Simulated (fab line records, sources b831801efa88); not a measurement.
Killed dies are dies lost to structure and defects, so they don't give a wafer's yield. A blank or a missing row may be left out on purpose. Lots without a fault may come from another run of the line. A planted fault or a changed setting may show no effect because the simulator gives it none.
fab line records | flow sky130
record lots=14 wafers=42 last_day=50
route steps=708 shown METAL1@449 VIA1@481 METAL2@484
lots that met no fault: from a run of the same line without faults
start_h: hours from the record's first day to the start of the lot's first wafer shown | wait_h: hours since the lot's step before | " the same as in the row above | L1.1+2: a row that stands for several wafers | - no value, or no start given | * or withheld: withheld | < > ~ a bound
route shown NAME@n: a module of which the file shows steps, and the number in the route of the first | usual: mean/standard deviation of fault-free wafers | same: alike in all rows | chamber/n: place in a boat | sites: the reading at each site | _std_site: their standard deviation | _edge_site: outer sites' mean less inner sites' | radius_mm: how far each site lies from the wafer's centre | mask NAME#n: copy n | behind: the tool/chamber that last shaped the wafer | hold: why the lot was held/for how many hours/how that ended | device: the transistor (n, p or np) that didn't switch | end of line: the same wafers' tests at the end of the route | a step without rows: its recipe alone | killed: dies lost to structure and defects at the first sort, not the wafer's yield | map: a wafer's dies, x killed, . not, _ none there
set.NAME: the setting as run; set.NAME@STEP: as run at that earlier step | model.NAME: the simulator's own value behind a step, which no gauge read
steps of the route over a sample of lots; a table a step, a row a wafer
services: from which hour (start_h, from the record's first day; less than 0 if before it) a tool's chamber was out of use, for how many hours, and why
## steps
# step SKY_METAL1_CD_MEAS_15
# recipe target_cd_nm=140
# usual cd_nm=139.8/1.5
# columns lot.wafer tool chamber start_h wait_h cd_nm
L816.1 cd_sem-02 - 782.37 - 140.4
L816.3 " - " " 140.4
L816.6 " - " " 139.2
L817.1 cd_sem-01 - 789.82 - 137.1
L817.2 " - " " 138.2
L817.4 " - " " 137.5
L820.1 cd_sem-01 - 818.77 - 137.3
L820.3 " - " " 136.9
L820.4 " - " " 137.0
L821.1 cd_sem-01 - 831.29 - 137.2
L821.4 " - " " 136.8
L821.5 " - " " 137.8
L822.1 cd_sem-02 - 836.74 - 140.6
L822.2 " - " " 141.2
L822.3 " - " " 140.2
L823.1 cd_sem-02 - 857.94 - 138.3
L823.2 " - " " 138.7
L823.3 " - " " 139.0
L825.2 cd_sem-02 - 865.16 - 139.5
L825.4 " - " " 139.1
L825.6 " - " " 138.8
L826.3 cd_sem-02 - 871.26 - 140.9
L826.4 " - " " 139.7
L826.6 " - " " 140.2
L829.1 cd_sem-01 - 885.47 - 142.3
L829.3 " - " " 142.5
L829.6 " - " " 141.8
L830.1 cd_sem-02 - 895.54 - 140.8
L830.2 " - " " 140.0
L830.3 " - " " 141.0
L831.2 cd_sem-02 - 896.24 - 138.0
L831.4 " - " " 138.4
L831.6 " - " " 139.4
L832.1 cd_sem-01 - 906.02 - 141.5
L832.3 " - " " 140.7
L832.5 " - " " 140.2
L837.4 cd_sem-01 - 944.63 - 140.6
L837.5 " - " " 140.3
L837.6 " - " " 140.0
L838.1 cd_sem-02 - 945.07 - 141.2
L838.4 " - " " 140.7
L838.5 " - " " 141.5
# step SKY_VIA1_THK_MEAS_23
# recipe thk_meas_gauge=xrf reads=W_of_VIA1_CVD_21
# usual VIA1_W_THK=267/3.4
# columns lot.wafer tool chamber start_h wait_h VIA1_W_THK[nm]
L816.1 film_metro-04 - 812.28 0.1 269
L816.3 " - " " 266
L816.6 " - " " 266
L817.1 film_metro-04 - 819.59 0.1 265
L817.2 " - " " 262
L817.4 " - " " 267
L820.1 film_metro-03 - 848.25 0.1 266
L820.3 " - " " 270
L820.4 " - " " 266
L821.1 film_metro-02 - 860.68 0.1 262
L821.4 " - " " 262
L821.5 " - " " 265
L822.1 film_metro-03 - 865.74 0.1 266
L822.2 " - " " 268
L822.3 " - " " 269
L823.1 film_metro-03 - 886.55 0.1 268
L823.2 " - " " 265
L823.3 " - " " 267
L825.2 film_metro-04 - 894.60 0.1 272
L825.4 " - " " 270
L825.6 " - " " 269
L826.3 film_metro-04 - 899.88 0.1 273
L826.4 " - " " 271
L826.6 " - " " 269
L829.1 film_metro-03 - 913.57 0.1 264
L829.3 " - " " 269
L829.6 " - " " 266
L830.1 film_metro-03 - 923.42 0.1 273
L830.2 " - " " 269
L830.3 " - " " 271
L831.2 film_metro-04 - 924.48 0.1 274
L831.4 " - " " 274
L831.6 " - " " 273
L832.1 film_metro-04 - 934.24 0.1 270
L832.3 " - " " 269
L832.5 " - " " 267
L837.4 film_metro-02 - 969.92 0.1 262
L837.5 " - " " 263
L837.6 " - " " 265
L838.1 film_metro-04 - 971.61 0.1 272
L838.4 " - " " 266
L838.5 " - " " 266
# step SKY_METAL2_SPUTTER_01
# recipe material=TiN target_thk_nm=20 power_w=6500 time_s=16.7 chamber_pressure_pa=0.4
# usual cathode_dc_power_W=6500.0/1.1 chamber_pressure_pa=0.4001/0.00068 throttle_valve_pct=29.9/0.86
# columns lot.wafer tool chamber start_h wait_h cathode_dc_power_W chamber_pressure_pa throttle_valve_pct
L816.1 pvd_sputter-04 - 812.66 0.0 6501.2 0.3997 30.5
L816.3 " - " " 6500.0 0.4007 29.6
L816.6 " - " " 6500.8 0.4003 30.9
L817.1 pvd_sputter-04 - 819.97 0.0 6500.0 0.4004 29.6
L817.2 " - " " 6500.8 0.4002 28.9
L817.4 " - " " 6500.3 0.4007 30.2
L820.1 pvd_sputter-04 - 848.63 0.0 6499.8 0.3990 28.8
L820.3 " - " " 6499.2 0.4002 29.7
L820.4 " - " " 6500.1 0.3992 30.3
L821.1 pvd_sputter-01 - 861.06 0.0 6501.4 0.3986 29.6
L821.4 " - " " 6499.6 0.4002 29.2
L821.5 " - " " 6500.1 0.4010 29.6
L822.1 pvd_sputter-01 - 866.12 0.0 6499.2 0.3999 30.9
L822.2 " - " " 6499.8 0.3998 29.4
L822.3 " - " " 6498.7 0.3997 29.2
L823.1 pvd_sputter-01 - 886.93 0.0 6500.6 0.4004 29.0
L823.2 " - " " 6498.6 0.4010 29.6
L823.3 " - " " 6499.4 0.3999 30.7
L825.2 pvd_sputter-02 - 894.97 0.0 6500.2 0.4014 31.3
L825.4 " - " " 6500.4 0.4007 30.6
L825.6 " - " " 6498.8 0.3994 30.9
L826.3 pvd_sputter-02 - 900.25 0.0 6499.6 0.3997 31.4
L826.4 " - " " 6500.7 0.4000 29.5
L826.6 " - " " 6499.2 0.4004 28.4
L829.1 pvd_sputter-01 - 913.96 0.0 6500.6 0.4009 30.6
L829.3 " - " " 6497.5 0.4004 29.0
L829.6 " - " " 6500.4 0.3999 29.6
L830.1 pvd_sputter-01 - 924.26 0.0 6501.2 0.4007 29.3
L830.2 " - " " 6501.2 0.3993 30.6
L830.3 " - " " 6499.6 0.3995 30.3
L831.2 pvd_sputter-04 - 924.86 0.0 - - -
L831.4 " - " " - - -
L831.6 " - " " - - -
L832.1 pvd_sputter-04 - 934.62 0.0 - - -
L832.3 " - " " - - -
L832.5 " - " " - - -
L837.4 pvd_sputter-02 - 970.27 0.0 6501.0 0.4007 31.4
L837.5 " - " " 6499.6 0.4006 31.3
L837.6 " - " " 6498.1 0.3999 28.4
L838.1 pvd_sputter-02 - 971.99 0.0 6499.2 0.4010 30.6
L838.4 " - " " 6500.2 0.4004 28.2
L838.5 " - " " 6500.9 0.3996 28.4
## services
# columns tool chamber start_h hours kind
pvd_sputter-04 - 797.39 6.3 repair
pvd_sputter-01 - 812.85 0.6 repair
pvd_sputter-02 - 815.32 7.7 repair
pvd_sputter-04 - 878.17 1.7 repair
pvd_sputter-01 - 897.08 3.7 repair
pvd_sputter-04 - 927.74 6.3 repair
## key
first_sign step=SKY_METAL2_SPUTTER_01 reading=tool_record direction=missing
effect none on later readings
met_at SKY_METAL2_SPUTTER_01
struck_lots L831,L832
later_rows_left_out L831.2,L831.4,L831.6,L832.1,L832.3,L832.5
sort_left_out L831.2,L831.4,L831.6,L832.1,L832.3,L832.5
not_acting_at SKY_METAL1_CD_MEAS_15,SKY_VIA1_THK_MEAS_23
onset_between 848.63 924.86
fault kind=skipped_step_whole tool=pvd_sputter-04 chamber=- onset_h=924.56 steps=SKY_METAL2_SPUTTER_01 scope=struck_lots_only
# sort_left_out: the simulated sort isn't trusted on such a fault, so these wafers' sort isn't shown, and their yield isn't known
# later_rows_left_out: the simulator's readings of these wafers behind a module that went badly wrong aren't trusted and aren't shown, but for the sort
